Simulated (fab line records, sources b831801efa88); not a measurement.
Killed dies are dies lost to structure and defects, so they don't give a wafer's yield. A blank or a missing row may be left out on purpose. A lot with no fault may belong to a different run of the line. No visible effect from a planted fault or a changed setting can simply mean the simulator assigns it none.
Chamber matching | flow sky130 | SKY_VIA3_ETCH_15 on rie diel-01 has 4 sister chambers
The step etches SiO2 in C4F8/O2/Ar, stops on TiN, target depth 507 nm, time 78 s. 14 wafers are shown with their chamber, then 7 later ones without.

== WAFERS PAIRED WITH THEIR CHAMBERS ==
wafer  | chamber | oes product au (a.u.)
L933.4 | 3       | 0.952
L933.5 | 0       | 0.946
L933.6 | 3       | 0.943
L935.2 | 2       | 0.945
L935.3 | 1       | 0.942
L935.4 | 0       | 0.947
L936.1 | 1       | 0.944
L936.2 | 0       | 0.950
L936.6 | 0       | 0.940
L937.1 | 0       | 0.951
L937.3 | 1       | 0.938
L937.6 | 0       | 0.945
L948.1 | 2       | 0.942
L948.2 | 3       | 0.943

SIGNATURES (means of the wafers above)
reading        | chamber 0 | chamber 1 | chamber 2 | chamber 3 | scatter within a chamber
oes product au | 0.94650   | 0.94133   | 0.94350   | 0.94600   | 0.00393
Rule: a wafer lies at a distance from a chamber equal to the root of the sum of squares, over the readings, of (its reading less the chamber's mean, divided by the reading's scatter). The wafer belongs to the nearest chamber; if the next one is less than 2 further off, it can't be placed. The scatter: the root of (the sum of the squares of (reading less its chamber's mean) over the shown wafers, divided by (wafers less chambers)).

== WAFERS WHOSE CHAMBER IS MISSING ==
wafer  | oes product au (a.u.)
L948.5 | 0.936
L951.2 | 0.946
L951.4 | 0.939
L951.6 | 0.954
L955.1 | 0.949
L955.5 | 0.946
L955.6 | 0.948

== WHICH CHAMBER EACH WENT THROUGH ==
wafer  | from the rows above               | in truth
L948.5 | can't be placed: 1 or 2 or 3 or 0 | 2
L951.2 | can't be placed: 3 or 0 or 2 or 1 | 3
L951.4 | can't be placed: 1 or 2 or 3 or 0 | 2
L951.6 | can't be placed: 0 or 3 or 2 or 1 | 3
L955.1 | can't be placed: 0 or 3 or 2 or 1 | 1
L955.5 | can't be placed: 3 or 0 or 2 or 1 | 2
L955.6 | can't be placed: 0 or 3 or 2 or 1 | 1
Correct placement for 0 of the 7. Unplaceable from these rows: 7, with the true chamber sitting among the candidates in 7. 0 placed wrongly.
